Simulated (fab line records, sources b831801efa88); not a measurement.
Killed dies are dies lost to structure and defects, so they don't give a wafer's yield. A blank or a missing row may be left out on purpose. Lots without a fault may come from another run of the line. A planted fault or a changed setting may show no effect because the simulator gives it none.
Problem report in the 8D (eight disciplines) form, filled by code | flow gf180mcu | the parts of the form that need people (team, actions taken, sign-off) are left out

1. THE PROBLEM
oes_product_au at GF_NWELL_STRIP_10 reads a mean of 0.969 a.u. on 3 wafers of 1 lot; wafers without a fault read 0.723 a.u. with a standard deviation of 0.0046. That is +53 standard deviations from the usual mean.
The step: strips in O2/N2.
First seen on wafer L434.2, day 5 00:17, on plasma_asher-02. The record holds 36 wafers of 12 lots with a number at this step. Rule for "out", or "out of limits": more than 4 standard deviations from the usual mean. The other wafers with a number count as sound.

2. WHAT IT IS AND WHAT IT IS NOT
question                    | is                     | is not
which readings at this step | oes_product_au         | drypump_motor_current_A, heater_power_w, n2_flow_sccm
which lots                  | L434                   | L428, L430, L431, L433, L439, L443, L446, L447, L448, L449, L450
which wafers of those lots  | all that have a number | -
read on which tools         | plasma_asher-02        | plasma_asher-01, plasma_asher-03
when                        | from day 5 00:17       | up to then (12 sound wafers); but 21 sound wafers of L439, L443, L446, L447, L448, L449, L450 came after

3. SUSPECTS, AND WHAT RULES EACH OUT
Counting: a tool at a process step up to the reading stays a suspect if it ran every lot that is out and no sound lot after the first of them.
- plasma_asher-02 at GF_NWELL_STRIP_10 (strips in O2/N2): ruled out as a lasting fault. Sound lots L447, L448, L449 ran on it after its first lot that is out, L434 (day 5 00:17).
Left after counting: nothing in the record.

4. THE CAUSE (what the simulator had put in)
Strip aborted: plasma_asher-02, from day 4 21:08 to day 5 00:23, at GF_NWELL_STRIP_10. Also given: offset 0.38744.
Counting ruled it out, wrongly.

5. THE CHAIN OF EFFECTS, in route order
Each row: a reading whose mean over the struck wafers that have a number lies more than 3 standard deviations from the usual. Only readings for which the record gives a usual standard deviation are gone through. hours: the time from each lot's start at the first step in this table that gives one to its start at this step, as a median over the lots. sigmas: the change in usual standard deviations.
hours | step                | reading                  | usual      | on struck wafers | change | sigmas
0     | GF_NWELL_STRIP_10   | oes_product_au           | 0.723 a.u. | 0.969            | +0.246 | +53
14    | GF_LVPWELL_STRIP_10 | strip_time_to_endpoint_s | 37.00 s    | 40.03            | +3.03  | +28
The process steps in it:
- GF_NWELL_STRIP_10: strips in O2/N2.
- GF_LVPWELL_STRIP_10: strips in O2/N2.
Readings that are blank on the struck wafers while sound wafers have them: strip_time_to_endpoint_s at GF_NWELL_STRIP_10.
Later measuring or inspecting steps at which every struck wafer that the step has a row for has a number for every such reading, and none has moved that far: GF_LVPWELL_TW_MEAS_11.

6. WHAT WOULD HAVE CAUGHT IT SOONER
In this record the first reading out of limits was taken at day 5 00:17, 3 hours after the fault began at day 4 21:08.
